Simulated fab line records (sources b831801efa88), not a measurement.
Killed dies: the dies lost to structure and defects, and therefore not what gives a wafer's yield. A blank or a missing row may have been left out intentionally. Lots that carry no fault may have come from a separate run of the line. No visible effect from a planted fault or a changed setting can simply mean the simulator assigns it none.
The tool behind it: which one? -- flow sky130 -- 36 wafers from 12 lots sampled at 4 of the route's 708 steps

WHAT THE GAUGES READ, wafer by wafer
SKY_PASSIVATION_THK_MEAS_03. Usual: PASSIVATION_CVD_02_THK gives 536 nm (standard deviation 7.4).
lot,measured,on,PASSIVATION_CVD_02_THK (nm),flag
L649,day 45 10:22,filmMetro-02,531 541 534,
L651,day 45 10:04,filmMetro-03,545 541 538,
L650,day 45 10:42,filmMetro-03,533 528 539,
L653,day 45 14:08,filmMetro-04,532 540 536,
L655,day 46 00:56,filmMetro-04,530 540 536,
L656,day 46 05:03,filmMetro-02,527 527 536,
L657,day 46 15:54,filmMetro-02,541 550 552,
L665,day 48 10:23,filmMetro-04,530 540 541,
L666,day 48 16:22,filmMetro-02,529 536 540,
L671,day 49 13:28,filmMetro-04,540 538 548,

TOOL THAT RAN EACH LOT (tool first, then ch and the chambers of the sampled wafers, then the start)
lot,SKY_CAPM_CVD_00,SKY_VIA3_SPUTTER_20,SKY_VIA4_SPUTTER_17
L649,"pecvd-03 ch 0,2, day 37 16:32","pvdSputter-03, day 40 21:40","pvdSputter-04, day 44 10:04"
L651,"pecvd-02 ch 0,1, day 37 17:54","pvdSputter-01, day 41 00:12","pvdSputter-02, day 44 09:43"
L650,"pecvd-04 ch 1,2, day 37 21:02","pvdSputter-03, day 41 03:32","pvdSputter-03, day 44 10:22"
L653,"pecvd-02 ch 0,1,2, day 38 08:31","pvdSputter-04, day 41 12:46","pvdSputter-03, day 44 13:41"
L655,"pecvd-04 ch 0,1, day 38 20:21","pvdSputter-03, day 42 00:46","pvdSputter-02, day 45 01:16"
L656,"pecvd-03 ch 0,1, day 39 01:00","pvdSputter-03, day 42 04:20","pvdSputter-04, day 45 05:14"
L657,"pecvd-03 ch 0,1,2, day 39 16:31","pvdSputter-04, day 42 20:13","pvdSputter-03, day 45 19:11"
L659,"pecvd-02 ch 0,1, day 40 06:19","pvdSputter-04, day 43 08:58","pvdSputter-04, day 46 07:53"
L661,"pecvd-03 ch 0,2, day 40 07:55","pvdSputter-03, day 43 11:05","pvdSputter-02, day 46 08:29"
L665,"pecvd-03 ch 0,2, day 41 17:16","pvdSputter-01, day 44 17:02","pvdSputter-02, day 47 12:47"
L666,"pecvd-02 ch 0,1,2, day 42 04:12","pvdSputter-03, day 45 04:48","pvdSputter-02, day 47 19:29"
L671,"pecvd-02 ch 0, day 43 05:44","pvdSputter-04, day 46 03:41","pvdSputter-02, day 48 20:10"
- SKY_CAPM_CVD_00: deposits SiO2, target thk 15.5 nm.
- SKY_VIA3_SPUTTER_20: material TiN, target thk 20 nm, time 80 s.
- SKY_VIA4_SPUTTER_17: material TiN, target thk 20 nm, time 80 s.

WHAT THE TOOLS THEMSELVES READ (means of the sampled wafers that have a number; where no wafer has one, the mark that the record gives instead)
SKY_CAPM_CVD_00. Usual: heaterPowerW at 713 W, with a standard deviation of 73.
lot,tool,heaterPowerW (W),flag
L649,pecvd-03,718,
L651,pecvd-02,694,
L650,pecvd-04,735,
L653,pecvd-02,657,
L655,pecvd-04,696,
L656,pecvd-03,744,
L657,pecvd-03,732,
L659,pecvd-02,712,
L661,pecvd-03,665,
L665,pecvd-03,626,
L666,pecvd-02,675,
L671,pecvd-02,769,

SKY_VIA3_SPUTTER_20. Usual: cathodeDcPowerW 4000.0 W, standard deviation 0.83; chamberPressurePa 5.000 Pa, standard deviation 0.0098; throttleValvePct 29.9 %, standard deviation 1.2.
lot,tool,cathodeDcPowerW (W),chamberPressurePa (Pa),throttleValvePct (%),flag
L649,pvdSputter-03,3999.7,5.003,30.0,
L651,pvdSputter-01,4000.0,4.995,29.6,
L650,pvdSputter-03,3999.5,5.004,29.2,
L653,pvdSputter-04,3999.5,5.000,30.8,
L655,pvdSputter-03,3999.7,5.009,30.1,
L656,pvdSputter-03,3999.9,5.001,29.2,
L657,pvdSputter-04,4000.4,5.005,30.8,
L659,pvdSputter-04,4000.1,4.999,30.8,
L661,pvdSputter-03,4000.3,4.997,29.0,
L665,pvdSputter-01,4000.5,5.003,30.4,
L666,pvdSputter-03,4000.7,5.005,29.0,
L671,pvdSputter-04,4000.0,4.994,30.9,

SKY_VIA4_SPUTTER_17. Usual: cathodeDcPowerW 4000.0 W, standard deviation 0.68; chamberPressurePa 4.999 Pa, standard deviation 0.0079; throttleValvePct 29.9 %, standard deviation 1.2.
lot,tool,cathodeDcPowerW (W),chamberPressurePa (Pa),throttleValvePct (%),flag
L649,pvdSputter-04,4000.1,5.003,30.5,
L651,pvdSputter-02,4000.7,5.007,29.9,
L650,pvdSputter-03,4000.0,5.002,29.3,
L653,pvdSputter-03,4000.1,5.000,29.9,
L655,pvdSputter-02,4000.2,4.993,29.9,
L656,pvdSputter-04,3999.6,4.999,30.8,
L657,pvdSputter-03,4001.6,5.001,29.3,
L659,pvdSputter-04,-,-,-,OFF
L661,pvdSputter-02,-,-,-,OFF
L665,pvdSputter-02,3999.4,4.997,29.9,
L666,pvdSputter-02,3998.6,5.004,29.9,
L671,pvdSputter-02,3999.3,4.996,29.8,

THE ANSWER, worked out from the rows above alone
Rule: lot off if the mean of its wafers having a number is beyond 3 standard deviations from the usual mean. Also off: a lot with no number at a reading for which 4 or more lots have one. Where the step has rows for the other lots, those lots are counted as sound. First the gauges in route order, then the tools' own readings, where a lot's mean is used as printed above. The first step at which some lot is off is used, and at that step the reading that is off furthest; a lot without a number counts as furthest.
Off, at SKY_VIA4_SPUTTER_17 on cathodeDcPowerW: L659, L661. Without a number there: L659, L661.
If a tool, at that step or one of the process steps before it, ran each lot that is off and ran no sound lot following the first of them, it fits. No candidate that was tried fits.

WHAT THE SIMULATOR HAD PUT IN
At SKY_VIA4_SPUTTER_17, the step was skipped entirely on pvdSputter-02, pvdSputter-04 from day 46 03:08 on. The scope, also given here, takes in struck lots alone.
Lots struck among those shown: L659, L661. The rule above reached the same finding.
